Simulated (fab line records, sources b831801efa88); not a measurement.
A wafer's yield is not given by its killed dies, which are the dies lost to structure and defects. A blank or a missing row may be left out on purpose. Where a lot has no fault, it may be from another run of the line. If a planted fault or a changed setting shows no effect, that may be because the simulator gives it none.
Which tool was responsible? -- flow sky130 -- 24 lots with 72 wafers sampled at 5 steps, on a route of 708 steps

WHAT THE GAUGES READ, wafer by wafer
SKY_PASSIVATION_THK_MEAS_03.
lot,measured,on,PASSIVATION_CVD_02_THK (nm)
L074,day 44 15:03,film-metro-01,534 546 545
L075,day 44 21:53,film-metro-03,530 536 541
L077,day 45 06:26,film-metro-02,543 538 541
L076,day 45 07:41,film-metro-02,543 539 536
L078,day 45 08:55,film-metro-01,544 537 545
L079,day 45 14:37,film-metro-01,532 545 550
L080,day 45 22:22,film-metro-02,535 548 547
L081,day 46 11:31,film-metro-03,537 547 554
L082,day 46 13:30,film-metro-02,531 540 543
L083,day 46 14:46,film-metro-02,542 537 543
L084,day 46 19:44,film-metro-02,534 542 534
L085,day 47 00:01,film-metro-01,530 535 535
L086,day 47 02:59,film-metro-02,534 543 540
L088,day 47 18:30,film-metro-02,530 536 547
L087,day 47 18:22,film-metro-02,538 546 551
L089,day 47 21:26,film-metro-03,549 545 556
L091,day 48 06:55,film-metro-02,529 547 547
L092,day 48 13:01,film-metro-01,548 548 554
L090,day 48 13:17,film-metro-03,532 531 546
L093,day 48 20:32,film-metro-01,533 534 550
L094,day 48 23:11,film-metro-02,528 536 538
L095,day 49 15:05,film-metro-01,538 551 549
L096,day 49 13:11,film-metro-02,528 541 540
L097,day 49 16:37,film-metro-02,532 539 547

TOOL THAT RAN EACH LOT (tool first, then ch and the chambers of the sampled wafers, then the start)
lot,SKY_METAL3_METAL_ETCH_18,SKY_METAL4_SPUTTER_01,SKY_METAL4_SPUTTER_03,SKY_METAL5_SPUTTER_01
L074,"rie-metal-01 ch 0,1, day 39 07:34","pvd-sputter-04, day 40 11:25","pvd-sputter-04, day 40 11:29","pvd-sputter-01, day 43 14:47"
L075,"rie-metal-02 ch 0,1, day 39 16:34","pvd-sputter-02, day 40 19:40","pvd-sputter-02, day 40 19:44","pvd-sputter-03, day 43 22:04"
L077,"rie-metal-02 ch 0,1, day 40 03:26","pvd-sputter-02, day 41 05:49","pvd-sputter-02, day 41 05:53","pvd-sputter-03, day 44 07:38"
L076,"rie-metal-01 ch 0,1, day 40 05:27","pvd-sputter-04, day 41 08:34","pvd-sputter-04, day 41 08:38","pvd-sputter-02, day 44 09:07"
L078,"rie-metal-04 ch 0, day 40 07:09","pvd-sputter-04, day 41 10:19","pvd-sputter-04, day 41 10:23","pvd-sputter-03, day 44 10:37"
L079,"rie-metal-01 ch 0,1, day 40 10:06","pvd-sputter-04, day 41 13:13","pvd-sputter-04, day 41 13:17","pvd-sputter-01, day 44 15:19"
L080,"rie-metal-01 ch 0,1, day 40 19:40","pvd-sputter-01, day 41 22:25","pvd-sputter-01, day 41 22:29","pvd-sputter-03, day 45 00:01"
L081,"rie-metal-01 ch 0,1, day 40 23:01","pvd-sputter-01, day 42 13:31","pvd-sputter-01, day 42 13:35","pvd-sputter-03, day 45 12:52"
L082,"rie-metal-01 ch 0,1, day 41 11:01","pvd-sputter-01, day 42 14:22","pvd-sputter-01, day 42 14:26","pvd-sputter-03, day 45 14:47"
L083,"rie-metal-04 ch 1, day 41 15:06","pvd-sputter-01, day 42 17:56","pvd-sputter-01, day 42 18:00","pvd-sputter-02, day 45 17:02"
L084,"rie-metal-02 ch 0,1, day 41 21:08","pvd-sputter-01, day 42 22:55","pvd-sputter-01, day 42 22:59","pvd-sputter-03, day 45 21:48"
L085,"rie-metal-04 ch 1, day 42 00:28","pvd-sputter-04, day 43 02:59","pvd-sputter-04, day 43 03:04","pvd-sputter-02, day 46 01:11"
L086,"rie-metal-02 ch 0,1, day 42 03:44","pvd-sputter-01, day 43 05:38","pvd-sputter-01, day 43 05:42","pvd-sputter-02, day 46 04:16"
L088,"rie-metal-04 ch 0,1, day 42 19:55","pvd-sputter-04, day 43 22:25","pvd-sputter-04, day 43 22:29","pvd-sputter-03, day 46 20:26"
L087,"rie-metal-04 ch 0,1, day 42 20:37","pvd-sputter-01, day 43 22:55","pvd-sputter-01, day 43 22:59","pvd-sputter-01, day 46 20:08"
L089,"rie-metal-04 ch 0,1, day 43 03:46","pvd-sputter-01, day 44 05:16","pvd-sputter-01, day 44 05:20","pvd-sputter-01, day 47 00:13"
L091,"rie-metal-01 ch 0,1, day 43 12:52","pvd-sputter-01, day 44 14:38","pvd-sputter-01, day 44 14:42","pvd-sputter-01, day 47 10:01"
L092,"rie-metal-04 ch 0,1, day 43 19:19","pvd-sputter-04, day 44 21:23","pvd-sputter-04, day 44 21:27","pvd-sputter-03, day 47 15:38"
L090,"rie-metal-01 ch 0, day 43 20:16","pvd-sputter-04, day 44 21:58","pvd-sputter-04, day 44 22:01","pvd-sputter-01, day 47 16:17"
L093,"rie-metal-01 ch 0, day 44 04:43","pvd-sputter-04, day 45 05:19","pvd-sputter-04, day 45 05:23","pvd-sputter-02, day 48 00:19"
L094,"rie-metal-02 ch 0,1, day 44 06:50","pvd-sputter-02, day 45 07:35","pvd-sputter-02, day 45 07:38","pvd-sputter-03, day 48 02:50"
L095,"rie-metal-04 ch 1, day 44 22:04","pvd-sputter-01, day 45 22:35","pvd-sputter-01, day 46 03:50","pvd-sputter-01, day 48 20:35"
L096,"rie-metal-01 ch 0,1, day 45 00:01","pvd-sputter-02, day 46 00:16","pvd-sputter-02, day 46 00:20","pvd-sputter-02, day 48 17:42"
L097,"rie-metal-01 ch 0,1, day 45 03:19","pvd-sputter-04, day 46 03:58","pvd-sputter-04, day 46 04:01","pvd-sputter-03, day 48 21:47"
- SKY_METAL3_METAL_ETCH_18: etches the open film in Cl2/BCl3, stops on SiO2, target depth 845 nm, time 183.1 s.
- SKY_METAL4_SPUTTER_01: material TiN, target thk 20 nm, time 16.7 s.
- SKY_METAL4_SPUTTER_03: material Ti, target thk 5 nm, time 3.3 s.
- SKY_METAL5_SPUTTER_01: material TiN, target thk 20 nm, time 16.7 s.

AS READ BY THE TOOLS THEMSELVES (means over the sampled wafers that have a number; for cases with no such wafer, the mark the record gives instead)
SKY_METAL3_METAL_ETCH_18.
lot,tool,chamber-pressure-mTorr (mTorr),drypump-motor-current-A (A),oes-product-au (a.u.),throttle-valve-pct (%)
L074,rie-metal-01,10.004,5.7,0.866,22.262
L075,rie-metal-02,10.001,6.1,0.867,22.263
L077,rie-metal-02,10.004,6.1,0.866,22.266
L076,rie-metal-01,9.996,5.6,0.869,22.267
L078,rie-metal-04,9.998,4.8,0.866,22.261
L079,rie-metal-01,10.006,5.4,0.867,22.259
L080,rie-metal-01,9.995,5.6,0.870,22.264
L081,rie-metal-01,10.003,5.6,0.864,22.268
L082,rie-metal-01,10.003,5.4,0.871,22.263
L083,rie-metal-04,9.991,5.8,0.865,22.258
L084,rie-metal-02,10.010,6.1,0.863,22.261
L085,rie-metal-04,9.994,5.8,0.863,22.259
L086,rie-metal-02,10.000,6.0,0.867,22.260
L088,rie-metal-04,10.000,5.5,0.866,22.266
L087,rie-metal-04,9.996,5.4,0.863,22.255
L089,rie-metal-04,9.991,5.5,0.867,22.245
L091,rie-metal-01,10.001,5.6,0.863,22.267
L092,rie-metal-04,10.002,5.5,0.865,22.262
L090,rie-metal-01,10.001,5.1,0.860,22.259
L093,rie-metal-01,9.995,5.1,0.863,22.257
L094,rie-metal-02,10.003,6.0,0.871,22.273
L095,rie-metal-04,9.999,5.8,0.870,22.256
L096,rie-metal-01,9.991,5.4,0.867,22.263
L097,rie-metal-01,9.994,5.6,0.860,22.257

SKY_METAL4_SPUTTER_01.
lot,tool,throttle-valve-pct (%)
L074,pvd-sputter-04,30.1
L075,pvd-sputter-02,30.9
L077,pvd-sputter-02,30.6
L076,pvd-sputter-04,30.2
L078,pvd-sputter-04,30.4
L079,pvd-sputter-04,30.1
L080,pvd-sputter-01,30.8
L081,pvd-sputter-01,30.5
L082,pvd-sputter-01,29.8
L083,pvd-sputter-01,29.8
L084,pvd-sputter-01,30.3
L085,pvd-sputter-04,30.2
L086,pvd-sputter-01,30.4
L088,pvd-sputter-04,30.1
L087,pvd-sputter-01,30.6
L089,pvd-sputter-01,30.3
L091,pvd-sputter-01,30.4
L092,pvd-sputter-04,30.1
L090,pvd-sputter-04,30.3
L093,pvd-sputter-04,30.3
L094,pvd-sputter-02,32.0
L095,pvd-sputter-01,30.2
L096,pvd-sputter-02,31.6
L097,pvd-sputter-04,30.4

SKY_METAL4_SPUTTER_03.
lot,tool,throttle-valve-pct (%)
L074,pvd-sputter-04,30.1
L075,pvd-sputter-02,31.0
L077,pvd-sputter-02,30.8
L076,pvd-sputter-04,30.3
L078,pvd-sputter-04,30.3
L079,pvd-sputter-04,30.0
L080,pvd-sputter-01,30.7
L081,pvd-sputter-01,30.6
L082,pvd-sputter-01,29.8
L083,pvd-sputter-01,29.7
L084,pvd-sputter-01,30.5
L085,pvd-sputter-04,30.2
L086,pvd-sputter-01,30.3
L088,pvd-sputter-04,30.2
L087,pvd-sputter-01,30.7
L089,pvd-sputter-01,30.5
L091,pvd-sputter-01,30.4
L092,pvd-sputter-04,30.1
L090,pvd-sputter-04,30.3
L093,pvd-sputter-04,30.3
L094,pvd-sputter-02,32.1
L095,pvd-sputter-01,30.1
L096,pvd-sputter-02,31.6
L097,pvd-sputter-04,30.5

SKY_METAL5_SPUTTER_01.
lot,tool,throttle-valve-pct (%)
L074,pvd-sputter-01,29.6
L075,pvd-sputter-03,29.7
L077,pvd-sputter-03,29.8
L076,pvd-sputter-02,29.8
L078,pvd-sputter-03,29.7
L079,pvd-sputter-01,30.6
L080,pvd-sputter-03,29.8
L081,pvd-sputter-03,29.8
L082,pvd-sputter-03,29.8
L083,pvd-sputter-02,31.8
L084,pvd-sputter-03,29.8
L085,pvd-sputter-02,30.8
L086,pvd-sputter-02,32.0
L088,pvd-sputter-03,30.3
L087,pvd-sputter-01,30.0
L089,pvd-sputter-01,30.6
L091,pvd-sputter-01,30.0
L092,pvd-sputter-03,29.9
L090,pvd-sputter-01,29.9
L093,pvd-sputter-02,30.7
L094,pvd-sputter-03,30.5
L095,pvd-sputter-01,30.5
L096,pvd-sputter-02,31.7
L097,pvd-sputter-03,29.2

THE ANSWER, worked out from the rows above alone
Rule: usual is defined by the lots themselves. Put in order of their means at a reading, lots are off if they are a third of the lots or fewer, leave a main group of 4 or more, and stand apart from it by a gap of 3 or more times the standard deviation of the main group's means; of several such gaps the widest counts. If all means in a main group match to the digits the tables above print for the reading, that group is not used. A lot without any number at a reading at which 4 lots or more have one is off too. The other lots that the step has rows for count as sound. First the gauges in route order, then the tools' own readings, where a lot's mean is used as printed above. The first step at which some lot is off is used, and at that step the reading that is off furthest; a lot without a number counts as furthest.
No lot is off at any reading shown: from this, nothing can be told.

WHAT WAS PUT IN BY THE SIMULATOR
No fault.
